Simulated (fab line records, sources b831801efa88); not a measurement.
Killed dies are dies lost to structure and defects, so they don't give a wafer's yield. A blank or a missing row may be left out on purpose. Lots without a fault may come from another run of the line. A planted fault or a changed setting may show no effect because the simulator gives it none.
One fault seen from 2 desks | flow sky130 | each desk has only its own numbers; what lay behind them comes last

THE TOOL OWNER'S DESK: rie_diel-04
The tool's own readings at SKY_PAD_OPEN_ETCH_07 (etches the open film in CF4/O2, stops on AlCu, target depth 725 nm, time 161.1 s): means of the sampled wafers that have a number, for each lot that ran on this tool. A lot is out of limits, marked OUT, if its mean lies more than 4 standard deviations from the usual mean; the brackets give that distance.
Columns: A = drypump_motor_current_A at SKY_PAD_OPEN_ETCH_07, usual 5.9 A; B = oes_product_au at SKY_PAD_OPEN_ETCH_07, usual 0.980 a.u.; C = throttle_valve_pct at SKY_PAD_OPEN_ETCH_07, usual 5.965 %
lot  | first seen here | A   | B               | C
L696 | day 44 16:22    | 5.9 | 0.975           | 5.974
L697 | day 45 13:28    | 6.1 | 0.970           | 5.958
L706 | day 48 16:04    | 6.1 | 0.973           | 5.965
L709 | day 49 23:49    | 5.7 | 0.978           | 5.965
L711 | day 50 03:16    | 6.0 | 0.989           | 5.974
L714 | day 50 07:28    | 6.3 | 0.840 (-18) OUT | 5.924 (-4.2) OUT
L716 | day 50 16:07    | 6.3 | 0.842 (-18) OUT | 5.927
L718 | day 51 06:31    | 5.6 | 0.840 (-18) OUT | 5.927
This desk's finding: out of limits on L714, L716, L718; first on L714, day 50 07:28 (oes_product_au at SKY_PAD_OPEN_ETCH_07). In limits: L696, L697, L706, L709, L711.

THE METROLOGY DESK
What the gauges read, lot by lot, whatever tool the lot ran on: means of the sampled wafers that have a number. A lot is out of limits, marked OUT, if its mean lies more than 4 standard deviations from the usual mean; the brackets give that distance.
Columns: A = CAP2M_OVL at SKY_CAP2M_OVL_MEAS_12, usual 1.0 nm
lot  | first seen here | A
L696 | day 39 12:01    | 0.6
L697 | day 40 14:22    | 0.2
L698 | day 41 10:37    | 0.7
L699 | day 42 04:25    | 1.3
L700 | day 42 06:28    | -0.0
L706 | day 44 05:43    | 0.7
L709 | day 45 21:19    | 1.4
L712 | day 45 22:33    | 1.8
L711 | day 45 23:23    | 1.2
L714 | day 46 03:04    | 2.2
L716 | day 46 17:21    | 2.4
L718 | day 47 09:55    | 0.8
This desk's finding: nothing out of limits on any of the 12 lots.

PUT TOGETHER
The tool owner's desk could have raised an alarm at day 50 07:28, on L714, L716, L718.
The metrology desk saw nothing out of limits.
The metrology desk has L714, L716, L718 on record, within its limits.
Of the lots named, all ran SKY_PAD_OPEN_ETCH_07 on rie_diel-04.

WHAT THE SIMULATOR HAD PUT IN
Process parameter drift: rie_diel-04, from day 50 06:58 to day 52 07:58, at SKY_PAD_OPEN_ETCH_07. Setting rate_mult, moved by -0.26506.
Lots struck among those shown: L714, L716, L718.
Hours from the fault's start to each desk's first reading out of limits: the tool owner's desk, 0.
